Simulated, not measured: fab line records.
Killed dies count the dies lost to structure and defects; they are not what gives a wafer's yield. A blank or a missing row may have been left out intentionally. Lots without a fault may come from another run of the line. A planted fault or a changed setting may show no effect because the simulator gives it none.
Chamber matching    flow gf180mcu    GF_V3_ETCH_16 on rieDiel-04 has 4 sister chambers
The step etches BARC in N2/H2. 14 wafers are shown with their chamber, then 7 later ones without.

== EACH WAFER AND ITS CHAMBER ==
wafer   chamber  drypumpMotorCurrentA (A)  h2FlowSccm (sccm)  throttleValvePct (%)
L730.1  3        6.1                       199.1              13.222
L730.4  1        5.6                       199.7              13.233
L730.6  2        6.5                       199.2              13.225
L732.1  0        5.2                       200.7              13.212
L732.5  0        5.2                       200.5              13.218
L732.6  2        6.5                       201.0              13.210
L735.1  0        5.2                       201.0              13.230
L735.2  2        6.5                       199.1              13.236
L735.3  1        5.6                       200.2              13.227
L736.2  2        6.5                       199.8              13.232
L736.3  0        5.2                       200.3              13.213
L736.4  0        5.2                       200.4              13.203
L746.1  0        5.2                       200.6              13.236
L746.2  3        6.0                       200.0              13.228

SIGNATURES (averages over the wafers above)
reading               chamber 0  chamber 1  chamber 2  chamber 3  scatter within a chamber
drypumpMotorCurrentA  5.200      5.600      6.500      6.050      0.0224
h2FlowSccm            200.583    199.950    199.775    199.550    0.559
throttleValvePct      13.21867   13.23000   13.22575   13.22500   0.0109
Rule: a wafer lies at a distance from a chamber equal to the root of the sum of squares, over the readings, of (its reading less the chamber's mean, divided by the reading's scatter). If the next closest chamber is less than 2 further off than the closest, the wafer can't be placed; otherwise it belongs to the closest. The scatter: take each reading less its chamber's mean, square it, sum over the shown wafers, divide by the number of wafers less the number of chambers, and take the root.

== WAFERS WITHOUT THEIR CHAMBER ==
wafer   drypumpMotorCurrentA (A)  h2FlowSccm (sccm)  throttleValvePct (%)
L746.4  5.6                       200.0              13.242
L747.1  6.0                       200.5              13.238
L747.2  6.5                       199.8              13.203
L747.4  5.7                       201.0              13.230
L749.1  6.0                       198.4              13.245
L749.2  5.2                       199.8              13.225
L749.5  6.0                       198.9              13.225

== EACH ONE'S CHAMBER ==
wafer   from the rows above  in truth
L746.4  1                    1
L747.1  3                    3
L747.2  2                    2
L747.4  1                    1
L749.1  3                    3
L749.2  0                    0
L749.5  3                    3
7 of 7 placed correctly. Left unplaced by these rows: 0. 0 placed wrongly.
